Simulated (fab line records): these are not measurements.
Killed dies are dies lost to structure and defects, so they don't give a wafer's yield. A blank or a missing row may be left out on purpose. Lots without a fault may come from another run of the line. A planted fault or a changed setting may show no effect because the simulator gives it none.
Comparing a struck lot with a sound one -- flow sky130 -- 15 steps out of a route of 708
Sound: these wafers, L972.3, L972.5, L972.6. Struck: wafer L964.2. (L964.1, L964.5 of the same lot were not struck and are left out.) The cause comes at the end.
At each step with rows: each side's tool, then ch and its chambers, then its first start. Under that, the readings that differ: sound wafers -- struck wafers -- difference of the means -- sigmas: that difference in standard deviations of wafers without a fault.
alike: readings with means less than 2 such deviations apart, plus words and numbers identical on both sides. not compared: withheld readings, readings lacking a value on some wafer, bounds such as >300 that could conceal the same value, and numbers that have no deviation in the record and whose values overlap.
A row with sigmas, a row that says differs or no value, or rows on one side alone: a step with any of these is where the two part. Non-overlapping numbers with no deviation appear without sigmas and do not part them. Lack of a reading on every wafer of one side parts them only where that side has two or more wafers.

first, 4 steps without rows for these wafers: SKY_VIA1_SOFTBAKE_08 (time 90 s); SKY_VIA1_EXPOSE_09 (exposes mask VIM, target cd 150 nm); SKY_VIA1_PEB_10; SKY_VIA1_DEVELOP_11 (develop time 60 s).
SKY_VIA1_CD_MEAS_12 targets a cd of 150 nm.
  sound: cdSem-01 at day 39 08:16; struck: cdSem-01 at day 36 20:43
  alike: cdNm
SKY_VIA1_OVL_MEAS_13:
  sound: overlay-01 at day 39 08:22; struck: overlay-02 at day 36 20:50
reading,sound,struck,difference,sigmas
VIA1_OVL (nm),-13 -9 1,7,+14,+2
SKY_VIA1_ETCH_14: etches BARC in N2/H2, stops on SiO2, time 45.9 s, target depth 60 nm.
  sound on rieDiel-04 ch 0,1,2, day 39 08:23; struck on rieDiel-01 ch 0, day 36 20:53
  alike: biasW, drypumpMotorCurrentA, oesProductAu, throttleValvePct
  not compared: rfHoursCounterH
SKY_VIA1_ETCH_15: etches SiO2 in C4F8/O2/Ar, stops on TiN, target depth 351 nm, time 54 s.
  sound on rieDiel-04 ch 0,1,2, day 39 08:25; struck on rieDiel-01 ch 0, day 36 20:55
  alike: biasW, oesProductAu
  not compared: rfHoursCounterH
SKY_VIA1_STRIP_16: strips in O2/N2.
  sound on plasmaAsher-04 ch 0,1, day 39 08:30; struck on plasmaAsher-03 ch 1, day 36 20:58
reading,sound,struck,difference,sigmas
rfHoursCounterH (h),- - -,11,no value on the sound wafers,
stripTimeToEndpointS (s),4.469 4.414 4.457,4.496,+0.049,+2
  alike: drypumpMotorCurrentA, oesProductAu
then, 3 steps without rows for these wafers: SKY_VIA1_STRIP_17 (strips in post etch residue remover, time 1200 s); SKY_VIA1_CLEAN_18 (cleans in IPA, time 180 s); SKY_VIA1_CLEAN_19 (cleans in O3/DIW).
SKY_VIA1_SPUTTER_20: material TiN, target thk 20 nm, time 80 s.
  sound: pvdSputter-03 at day 39 09:10; struck: pvdSputter-02 at day 36 21:34
reading,sound,struck,difference,sigmas
model.TiN_of_VIA1_SPUTTER_20.thkNm (nm),20.21 20.18 20.2,39.23,+19.03,
  alike: throttleValvePct
SKY_VIA1_CVD_21: deposits W, target thk 270 nm, time 80.902 s.
  sound on cvdW-01 ch 0,1, day 39 09:15; struck on cvdW-01 ch 1, day 36 21:37
  alike: heaterPowerW
SKY_PAD_OPEN_PROBE_99:
  rows exist in the record for the sound wafers here (prober-01, day 49 19:29), none for the struck ones

WHERE THEY PART
At SKY_VIA1_OVL_MEAS_13 first; at SKY_PAD_OPEN_PROBE_99 last (within this record only).

WHY: the cause the simulator had injected
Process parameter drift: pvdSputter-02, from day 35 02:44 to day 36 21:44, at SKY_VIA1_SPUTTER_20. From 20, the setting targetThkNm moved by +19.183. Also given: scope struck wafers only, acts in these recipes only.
